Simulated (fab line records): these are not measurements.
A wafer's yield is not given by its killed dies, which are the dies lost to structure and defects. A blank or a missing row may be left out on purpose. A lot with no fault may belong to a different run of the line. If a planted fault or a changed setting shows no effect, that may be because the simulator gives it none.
Which of the tools did it? :: flow sky130 :: 13 lots with 39 wafers sampled at 4 steps, on a route of 708 steps

WHAT THE GAUGES SHOWED, per wafer
SKY_SD_P_OVL_MEAS_08. Usual: for SD_P_OVL the level is -0.1 nm and the standard deviation is 1.2.
lot: L408
measured: day 25 06:02
on: overlay-02
SD_P_OVL (nm): -1.4 -0.5 -0.8
flag: 

lot: L409
measured: day 25 15:52
on: overlay-01
SD_P_OVL (nm): -0.3 -1.1 -1.4
flag: 

lot: L410
measured: day 26 04:43
on: overlay-02
SD_P_OVL (nm): -0.3 -0.7 -2.0
flag: 

lot: L413
measured: day 27 15:28
on: overlay-02
SD_P_OVL (nm): 0.6 0.6 0.1
flag: 

lot: L414
measured: day 28 04:30
on: overlay-02
SD_P_OVL (nm): -0.4 1.1 0.9
flag: 

lot: L421
measured: day 30 10:01
on: overlay-02
SD_P_OVL (nm): -1.5 -1.0 -1.1
flag: 

lot: L422
measured: day 30 10:20
on: overlay-02
SD_P_OVL (nm): -0.5 -0.6 -0.7
flag: 

lot: L426
measured: day 32 08:59
on: overlay-02
SD_P_OVL (nm): 1.9 1.2 2.4
flag: 

lot: L427
measured: day 32 11:01
on: overlay-02
SD_P_OVL (nm): 2.3 2.4 1.7
flag: 

lot: L428
measured: day 32 16:05
on: overlay-02
SD_P_OVL (nm): -1.4 0.0 -2.3
flag: 

lot: L429
measured: day 32 19:22
on: overlay-02
SD_P_OVL (nm): 1.3 0.5 0.2
flag: 

lot: L430
measured: day 33 03:29
on: overlay-01
SD_P_OVL (nm): -0.2 -0.8 -0.1
flag: 

lot: L431
measured: day 33 05:50
on: overlay-02
SD_P_OVL (nm): -0.9 0.3 0.9
flag: 

SKY_SD_N_OVL_MEAS_08. Usual: for SD_N_OVL the level is 0.2 nm and the standard deviation is 1.2.
lot: L408
measured: day 27 16:20
on: overlay-02
SD_N_OVL (nm): 1.8 2.5 3.0
flag: 

lot: L409
measured: day 28 01:25
on: overlay-01
SD_N_OVL (nm): -0.1 -0.3 -1.1
flag: 

lot: L410
measured: day 28 13:52
on: overlay-01
SD_N_OVL (nm): 1.8 -0.7 0.4
flag: 

lot: L413
measured: day 30 00:07
on: overlay-02
SD_N_OVL (nm): -1.9 -1.4 -3.1
flag: 

lot: L414
measured: day 30 13:29
on: overlay-02
SD_N_OVL (nm): 1.4 0.2 0.3
flag: 

lot: L421
measured: day 32 17:10
on: overlay-01
SD_N_OVL (nm): 2.0 1.4 -0.3
flag: 

lot: L422
measured: day 32 17:35
on: overlay-01
SD_N_OVL (nm): 0.6 0.0 0.0
flag: 

lot: L426
measured: day 34 15:02
on: overlay-01
SD_N_OVL (nm): 2.7 0.9 0.8
flag: 

lot: L427
measured: day 34 17:11
on: overlay-02
SD_N_OVL (nm): -0.1 -1.2 -1.2
flag: 

lot: L428
measured: day 34 21:26
on: overlay-01
SD_N_OVL (nm): -1.7 -1.4 -2.0
flag: 

lot: L429
measured: day 35 00:56
on: overlay-01
SD_N_OVL (nm): 1.8 2.8 1.4
flag: 

lot: L430
measured: day 35 08:08
on: overlay-02
SD_N_OVL (nm): 1.3 0.2 1.5
flag: 

lot: L431
measured: day 35 10:59
on: overlay-02
SD_N_OVL (nm): -0.6 -0.5 0.1
flag: 

WHAT TOOL EACH LOT RAN ON (gives the tool, then ch and the chambers of the sampled wafers, and finally the start)
lot: L408
SKY_LDD_N_IMPLANT_14: implanter-01 ch 0, day 17 09:52
SKY_POLY_CUT_ETCH_10: rie_diel-03 ch 1,2, day 24 00:22

lot: L409
SKY_LDD_N_IMPLANT_14: implanter-04 ch 0, day 18 00:02
SKY_POLY_CUT_ETCH_10: rie_diel-02 ch 1,2,3, day 24 10:28

lot: L410
SKY_LDD_N_IMPLANT_14: implanter-03 ch 0, day 18 10:39
SKY_POLY_CUT_ETCH_10: rie_diel-04 ch 0,1,3, day 24 23:58

lot: L413
SKY_LDD_N_IMPLANT_14: implanter-04 ch 0, day 19 22:14
SKY_POLY_CUT_ETCH_10: rie_diel-04 ch 1,2,3, day 26 10:45

lot: L414
SKY_LDD_N_IMPLANT_14: implanter-04 ch 0, day 20 15:25
SKY_POLY_CUT_ETCH_10: rie_diel-04 ch 1,2,3, day 26 23:27

lot: L421
SKY_LDD_N_IMPLANT_14: implanter-03 ch 0, day 23 01:26
SKY_POLY_CUT_ETCH_10: rie_diel-04 ch 0,1,2, day 29 06:16

lot: L422
SKY_LDD_N_IMPLANT_14: implanter-04 ch 0, day 23 02:10
SKY_POLY_CUT_ETCH_10: rie_diel-04 ch 1,2, day 29 07:35

lot: L426
SKY_LDD_N_IMPLANT_14: implanter-03 ch 0, day 25 04:56
SKY_POLY_CUT_ETCH_10: rie_diel-04 ch 1,2,3, day 31 05:52

lot: L427
SKY_LDD_N_IMPLANT_14: implanter-04 ch 0, day 25 06:14
SKY_POLY_CUT_ETCH_10: rie_diel-02 ch 2,3, day 31 07:28

lot: L428
SKY_LDD_N_IMPLANT_14: implanter-04 ch 0, day 25 10:56
SKY_POLY_CUT_ETCH_10: rie_diel-03 ch 0,1, day 31 12:58

lot: L429
SKY_LDD_N_IMPLANT_14: implanter-03 ch 0, day 25 15:11
SKY_POLY_CUT_ETCH_10: rie_diel-04 ch 0,2,3, day 31 16:37

lot: L430
SKY_LDD_N_IMPLANT_14: implanter-03 ch 0, day 25 21:22
SKY_POLY_CUT_ETCH_10: rie_diel-04 ch 1,2,3, day 31 23:58

lot: L431
SKY_LDD_N_IMPLANT_14: implanter-04 ch 0, day 26 02:31
SKY_POLY_CUT_ETCH_10: rie_diel-02 ch 0,1,3, day 32 03:01
- SKY_LDD_N_IMPLANT_14
- SKY_POLY_CUT_ETCH_10: etches BARC in N2/H2, stops on SiO2, time 45.9 s, target depth 60 nm.

AS READ BY THE TOOLS THEMSELVES (means over the sampled wafers that have a number; for cases with no such wafer, the mark the record gives instead)
SKY_LDD_N_IMPLANT_14. Usual: end_station_pressure_torr 5.05e-06 Torr, standard deviation 2.6e-07; rotation_deg 180.00 degrees, standard deviation 0.03.
lot: L408
tool: implanter-01
end_station_pressure_torr (Torr): 5.05e-06
rotation_deg (degrees): 180.00
flag: 

lot: L409
tool: implanter-04
end_station_pressure_torr (Torr): 4.98e-06
rotation_deg (degrees): 179.99
flag: 

lot: L410
tool: implanter-03
end_station_pressure_torr (Torr): 4.93e-06
rotation_deg (degrees): 179.98
flag: 

lot: L413
tool: implanter-04
end_station_pressure_torr (Torr): 5.05e-06
rotation_deg (degrees): 361.86
flag: OFF

lot: L414
tool: implanter-04
end_station_pressure_torr (Torr): 5.10e-06
rotation_deg (degrees): 361.84
flag: OFF

lot: L421
tool: implanter-03
end_station_pressure_torr (Torr): 5.09e-06
rotation_deg (degrees): 180.00
flag: 

lot: L422
tool: implanter-04
end_station_pressure_torr (Torr): 4.94e-06
rotation_deg (degrees): 179.98
flag: 

lot: L426
tool: implanter-03
end_station_pressure_torr (Torr): 5.09e-06
rotation_deg (degrees): 180.02
flag: 

lot: L427
tool: implanter-04
end_station_pressure_torr (Torr): 5.04e-06
rotation_deg (degrees): 180.01
flag: 

lot: L428
tool: implanter-04
end_station_pressure_torr (Torr): 5.54e-06
rotation_deg (degrees): 180.00
flag: 

lot: L429
tool: implanter-03
end_station_pressure_torr (Torr): 5.07e-06
rotation_deg (degrees): 180.01
flag: 

lot: L430
tool: implanter-03
end_station_pressure_torr (Torr): 4.90e-06
rotation_deg (degrees): 180.00
flag: 

lot: L431
tool: implanter-04
end_station_pressure_torr (Torr): 5.10e-06
rotation_deg (degrees): 179.97
flag: 

SKY_POLY_CUT_ETCH_10. Usual: drypump_motor_current_A 5.6 A, standard deviation 0.44; oes_product_au 0.853 a.u., standard deviation 0.0046; rf_fwd_power_W 494.2 W, standard deviation 2.2; throttle_valve_pct 13.226 %, standard deviation 0.0089.
lot: L408
tool: rie_diel-03
drypump_motor_current_A (A): 5.9
oes_product_au (a.u.): 0.853
rf_fwd_power_W (W): 494.2
throttle_valve_pct (%): 13.225
flag: 

lot: L409
tool: rie_diel-02
drypump_motor_current_A (A): 5.8
oes_product_au (a.u.): 0.855
rf_fwd_power_W (W): 496.1
throttle_valve_pct (%): 13.226
flag: 

lot: L410
tool: rie_diel-04
drypump_motor_current_A (A): 5.7
oes_product_au (a.u.): 0.855
rf_fwd_power_W (W): 493.7
throttle_valve_pct (%): 13.218
flag: 

lot: L413
tool: rie_diel-04
drypump_motor_current_A (A): 5.5
oes_product_au (a.u.): 0.850
rf_fwd_power_W (W): 493.7
throttle_valve_pct (%): 13.228
flag: 

lot: L414
tool: rie_diel-04
drypump_motor_current_A (A): 5.5
oes_product_au (a.u.): 0.847
rf_fwd_power_W (W): 494.3
throttle_valve_pct (%): 13.226
flag: 

lot: L421
tool: rie_diel-04
drypump_motor_current_A (A): 5.7
oes_product_au (a.u.): 0.850
rf_fwd_power_W (W): 492.4
throttle_valve_pct (%): 13.218
flag: 

lot: L422
tool: rie_diel-04
drypump_motor_current_A (A): 5.5
oes_product_au (a.u.): 0.855
rf_fwd_power_W (W): 494.5
throttle_valve_pct (%): 13.227
flag: 

lot: L426
tool: rie_diel-04
drypump_motor_current_A (A): 5.5
oes_product_au (a.u.): 0.856
rf_fwd_power_W (W): 494.9
throttle_valve_pct (%): 13.225
flag: 

lot: L427
tool: rie_diel-02
drypump_motor_current_A (A): 5.7
oes_product_au (a.u.): 0.859
rf_fwd_power_W (W): 491.9
throttle_valve_pct (%): 13.234
flag: 

lot: L428
tool: rie_diel-03
drypump_motor_current_A (A): 5.7
oes_product_au (a.u.): 0.853
rf_fwd_power_W (W): 491.5
throttle_valve_pct (%): 13.220
flag: 

lot: L429
tool: rie_diel-04
drypump_motor_current_A (A): 5.8
oes_product_au (a.u.): 0.856
rf_fwd_power_W (W): 492.7
throttle_valve_pct (%): 13.232
flag: 

lot: L430
tool: rie_diel-04
drypump_motor_current_A (A): 5.5
oes_product_au (a.u.): 0.850
rf_fwd_power_W (W): 493.7
throttle_valve_pct (%): 13.232
flag: 

lot: L431
tool: rie_diel-02
drypump_motor_current_A (A): 5.7
oes_product_au (a.u.): 0.850
rf_fwd_power_W (W): 496.7
throttle_valve_pct (%): 13.225
flag: 

THE ANSWER, worked out from the rows above alone
Rule: take the mean of a lot's wafers that have a number; if it is more than 3 standard deviations from the usual mean, the lot is off. Also off: a lot with no number at a reading for which 4 or more lots have one. Where the step has rows for the other lots, those lots are counted as sound. Order of review: gauges by route order, followed by the tools' own readings, for which a lot's mean as printed above is used. At the first step where some lot is off, the reading lying furthest off is the one used; lots without a number count as furthest.
Off: L413, L414, at SKY_LDD_N_IMPLANT_14 (rotation_deg).
If a tool, at that step or one of the process steps before it, ran each lot that is off and ran no sound lot following the first of them, it fits. Not one of the candidates tried fits.

WHAT THE SIMULATOR HAD PUT IN
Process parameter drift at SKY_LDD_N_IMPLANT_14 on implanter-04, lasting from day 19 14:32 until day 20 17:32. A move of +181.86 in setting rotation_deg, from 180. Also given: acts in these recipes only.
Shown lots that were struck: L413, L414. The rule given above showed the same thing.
